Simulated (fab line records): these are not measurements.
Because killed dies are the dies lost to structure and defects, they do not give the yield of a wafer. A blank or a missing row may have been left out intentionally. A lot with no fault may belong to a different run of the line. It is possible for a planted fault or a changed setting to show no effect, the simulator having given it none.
Which tool did it? -- flow gf180mcu -- 12 lots, 36 wafers sampled, at 2 steps of a route of 602

WHAT THE GAUGES READ, wafer by wafer
GF_M4_OVL_MEAS_15. Usual: M4_OVL typically reads 0 nm, with standard deviation 5.5.
lot,measured,on,M4_OVL (nm),flag
L584,day 23 21:53,overlay-01,4 -3 4,
L585,day 24 02:47,overlay-02,1 -1 5,
L586,day 24 17:24,overlay-01,10 10 5,
L587,day 25 08:13,overlay-01,1 5 -4,
L589,day 26 06:21,overlay-02,2 -2 -2,
L591,day 26 09:12,overlay-02,-5 -1 -8,
L590,day 26 14:05,overlay-01,-3 4 -1,
L592,day 26 21:05,overlay-01,10 3 -5,
L602,day 29 21:43,overlay-01,4 7 12,
L603,day 30 04:39,overlay-01,-3 2 6,
L604,day 30 05:58,overlay-02,-9 -6 -5,
L606,day 31 01:25,overlay-02,-4 1 4,

TOOL THAT RAN EACH LOT (tool first, then ch and the chambers of the sampled wafers, then the start)
lot,GF_V3_ETCH_17
L584,"rie diel-04 ch 1, day 23 21:53 or earlier"
L585,"rie diel-02 ch 0,2,3, day 24 02:47 or earlier"
L586,"rie diel-01 ch 1,2, day 24 17:24 or earlier"
L587,"rie diel-01 ch 0,1, day 25 08:13 or earlier"
L589,"rie diel-01 ch 0,2, day 26 06:21 or earlier"
L591,"rie diel-01 ch 0,2,3, day 26 09:12 or earlier"
L590,"rie diel-04 ch 2,3, day 26 14:05 or earlier"
L592,"rie diel-02 ch 1,3, day 26 21:05 or earlier"
L602,"rie diel-01 ch 0,2,3, day 29 21:43 or earlier"
L603,"rie diel-02 ch 0,1, day 30 04:39 or earlier"
L604,"rie diel-04 ch 0,2, day 30 05:58 or earlier"
L606,"rie diel-02 ch 0,1,2, day 31 01:25 or earlier"
- GF_V3_ETCH_17: etches SiO2 in C4F8/O2/Ar, stops on TiN, target depth 635 nm.

WHAT THE TOOLS THEMSELVES READ (means of the sampled wafers that have a number; where no wafer has one, the mark that the record gives instead)
GF_V3_ETCH_17. Usual: oes product au 0.855 a.u., standard deviation 0.0049.
lot,tool,oes product au (a.u.),flag
L584,rie diel-04,0.858,
L585,rie diel-02,0.855,
L586,rie diel-01,0.855,
L587,rie diel-01,0.858,
L589,rie diel-01,0.854,
L591,rie diel-01,0.857,
L590,rie diel-04,0.855,
L592,rie diel-02,0.856,
L602,rie diel-01,0.852,
L603,rie diel-02,0.850,
L604,rie diel-04,0.857,
L606,rie diel-02,0.857,

THE ANSWER, worked out from the rows above alone
Rule: lot off if the mean of its wafers having a number is beyond 3 standard deviations from the usual mean. A lot without any number at a reading at which 4 lots or more have one is off too. Any other lot the step has rows for is counted as sound. The gauges are gone through in route order, then the tools' own readings, and for those a lot's mean is taken as printed above. The first step at which some lot is off is used, and at that step the reading that is off furthest; a lot without a number counts as furthest.
No lot is off on any of the readings shown, so nothing can be concluded from this.

WHAT WAS PUT IN BY THE SIMULATOR
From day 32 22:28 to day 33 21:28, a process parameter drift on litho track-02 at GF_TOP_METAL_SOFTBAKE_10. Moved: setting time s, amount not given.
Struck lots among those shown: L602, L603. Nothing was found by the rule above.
